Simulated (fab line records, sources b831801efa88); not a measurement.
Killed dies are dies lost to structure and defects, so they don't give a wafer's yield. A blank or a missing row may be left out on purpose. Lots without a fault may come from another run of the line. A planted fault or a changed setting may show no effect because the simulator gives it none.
Which tool did it? | flow sky130 | 11 lots, 32 wafers sampled, at 2 steps of a route of 708

WHAT THE GAUGES READ, wafer by wafer
SKY_VT_ADJUST_HVTR_CD_MEAS_07: target cd 380 nm. Usual: cd_nm 379.2 nm, standard deviation 2.6.
lot  | measured     | on        | cd_nm (nm)        | flag
L151 | day 9 08:52  | cd_sem-02 | 378.4 378.5 378.5 |
L154 | day 10 09:07 | cd_sem-01 | 378.9 376.2 378.3 |
L156 | day 10 21:15 | cd_sem-01 | 380.9 379.4 381.8 |
L159 | day 11 18:51 | cd_sem-02 | 375.2 376.1 376.9 |
L160 | day 12 02:29 | cd_sem-02 | 377.4 374.7 377.6 |
L161 | day 12 09:58 | cd_sem-01 | 378.9 379.4 378.2 |
L163 | day 13 00:51 | cd_sem-01 | 379.6 378.4 379.2 |
L164 | day 13 14:27 | cd_sem-02 | 376.8 375.7 377.3 |
L166 | day 13 23:25 | cd_sem-02 | 380.3 381.8       |
L173 | day 16 09:40 | cd_sem-02 | 377.6 378.4 376.5 |
L174 | day 16 15:10 | cd_sem-01 | 382.8 382.0 383.3 |

WHICH TOOL RAN EACH LOT (tool, then ch and the chambers of the sampled wafers, then the start)
lot  | SKY_VT_ADJUST_NCORE_STRIP_10
L151 | plasma_asher-02 ch 0,1, day 8 11:48
L154 | plasma_asher-04 ch 0,1, day 9 10:48
L156 | plasma_asher-04 ch 0,1, day 9 22:19
L159 | plasma_asher-02 ch 0,1, day 10 20:24
L160 | plasma_asher-03 ch 0,1, day 11 03:18
L161 | plasma_asher-04 ch 0,1, day 11 10:24
L163 | plasma_asher-03 ch 0,1, day 12 00:48
L164 | plasma_asher-04 ch 1, day 12 13:15
L166 | plasma_asher-04 ch 0, day 12 22:05
L173 | plasma_asher-02 ch 0,1, day 15 05:42
L174 | plasma_asher-04 ch 0,1, day 15 11:12
- SKY_VT_ADJUST_NCORE_STRIP_10: strips in O2/N2.

WHAT THE TOOLS THEMSELVES READ (means of the sampled wafers that have a number; where no wafer has one, the mark that the record gives instead)
SKY_VT_ADJUST_NCORE_STRIP_10. Usual: drypump_motor_current_A 5.8 A, standard deviation 0.45; oes_product_au 0.716 a.u., standard deviation 0.0048; strip_time_to_endpoint_s 14.18 s, standard deviation 0.045.
lot  | tool            | drypump_motor_current_A (A) | oes_product_au (a.u.) | strip_time_to_endpoint_s (s) | flag
L151 | plasma_asher-02 | 6.1                         | 0.716                 | 14.19                        |
L154 | plasma_asher-04 | 5.4                         | 0.717                 | 14.20                        |
L156 | plasma_asher-04 | 5.4                         | 0.711                 | 14.26                        |
L159 | plasma_asher-02 | 6.0                         | 0.715                 | 14.15                        |
L160 | plasma_asher-03 | 6.3                         | 0.721                 | 14.24                        |
L161 | plasma_asher-04 | 5.4                         | 0.718                 | 14.15                        |
L163 | plasma_asher-03 | 6.4                         | 0.717                 | 14.14                        |
L164 | plasma_asher-04 | 5.5                         | 0.715                 | 14.22                        |
L166 | plasma_asher-04 | 5.3                         | 0.718                 | 14.14                        |
L173 | plasma_asher-02 | 6.1                         | 0.715                 | 14.12                        |
L174 | plasma_asher-04 | 5.4                         | 0.712                 | 14.14                        |

THE ANSWER, worked out from the rows above alone
Rule: a lot is off if the mean of its wafers that have a number lies more than 3 standard deviations from the usual mean. A lot without any number at a reading at which 4 lots or more have one is off too. The other lots that the step has rows for count as sound. The gauges are gone through in route order, then the tools' own readings, and for those a lot's mean is taken as printed above. The first step at which some lot is off is used, and at that step the reading that is off furthest; a lot without a number counts as furthest.
No lot is off at any reading shown: from this, nothing can be told.

WHAT THE SIMULATOR HAD PUT IN
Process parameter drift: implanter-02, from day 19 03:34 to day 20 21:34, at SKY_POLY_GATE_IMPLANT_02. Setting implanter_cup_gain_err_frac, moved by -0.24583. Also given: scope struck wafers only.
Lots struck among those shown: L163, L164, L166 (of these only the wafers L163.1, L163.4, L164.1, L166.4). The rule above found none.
